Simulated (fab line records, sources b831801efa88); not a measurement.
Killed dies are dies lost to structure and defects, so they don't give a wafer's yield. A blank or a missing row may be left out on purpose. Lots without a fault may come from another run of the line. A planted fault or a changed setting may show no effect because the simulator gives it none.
One fault seen from 2 desks | flow gf180mcu | each desk has only its own numbers; what lay behind them comes last

THE METROLOGY DESK
What the gauges read, lot by lot, whatever tool the lot ran on: means of the sampled wafers that have a number. A lot is out of limits, marked OUT, if its mean lies more than 4 standard deviations from the usual mean; the brackets give that distance.
Columns: A = V5_BOW at GF_V5_BOW_MEAS_05, usual 133 um; B = PASSIVATION_CVD_02_THK at GF_PASSIVATION_THK_MEAS_03, usual 698 nm
lot  | first seen here | A   | B
L825 | day 26 11:56    | 124 | 697
L826 | day 26 19:53    | 130 | 690
L827 | day 27 05:37    | 148 | 704
L828 | day 27 08:26    | 124 | 692
L829 | day 27 14:37    | 119 | 704
L831 | day 28 03:56    | 132 | 707
L838 | day 30 07:44    | 150 | 702
L839 | day 30 14:48    | 127 | 697
L842 | day 31 10:29    | 141 | 701
L845 | day 32 04:17    | 141 | 707
L846 | day 32 10:44    | 142 | 694
L847 | day 32 12:41    | 139 | 696
L848 | day 32 20:08    | 137 | 699
This desk's finding: nothing out of limits on any of the 13 lots.

THE TOOL OWNER'S DESK: rie_diel-02
The tool's own readings at GF_HV_LDD_ETCHBACK_58 (etches Si3N4 in CH3F/O2, stops on SiO2, time 100 s, target depth 90 nm): means of the sampled wafers that have a number, for each lot that ran on this tool. A lot is out of limits, marked OUT, if its mean lies more than 4 standard deviations from the usual mean; the brackets give that distance.
Columns: A = bias_w at GF_HV_LDD_ETCHBACK_58, usual 80.03 W; B = ch3f_flow_sccm at GF_HV_LDD_ETCHBACK_58, usual 39.99 sccm; C = drypump_motor_current_A at GF_HV_LDD_ETCHBACK_58, usual 5.4 A; D = oes_product_au at GF_HV_LDD_ETCHBACK_58, usual 0.842 a.u.; E = throttle_valve_pct at GF_HV_LDD_ETCHBACK_58, usual 10.561 %
lot  | first seen here | A     | B     | C   | D     | E
L838 | day 16 19:31    | 80.24 | 40.00 | 5.7 | 0.842 | 10.563
L839 | day 17 01:44    | 80.12 | 39.90 | 5.4 | 0.839 | 10.568
This desk's finding: nothing out of limits on any of the 2 lots.

PUT TOGETHER
The metrology desk saw nothing out of limits.
The tool owner's desk saw nothing out of limits.

WHAT THE SIMULATOR HAD PUT IN
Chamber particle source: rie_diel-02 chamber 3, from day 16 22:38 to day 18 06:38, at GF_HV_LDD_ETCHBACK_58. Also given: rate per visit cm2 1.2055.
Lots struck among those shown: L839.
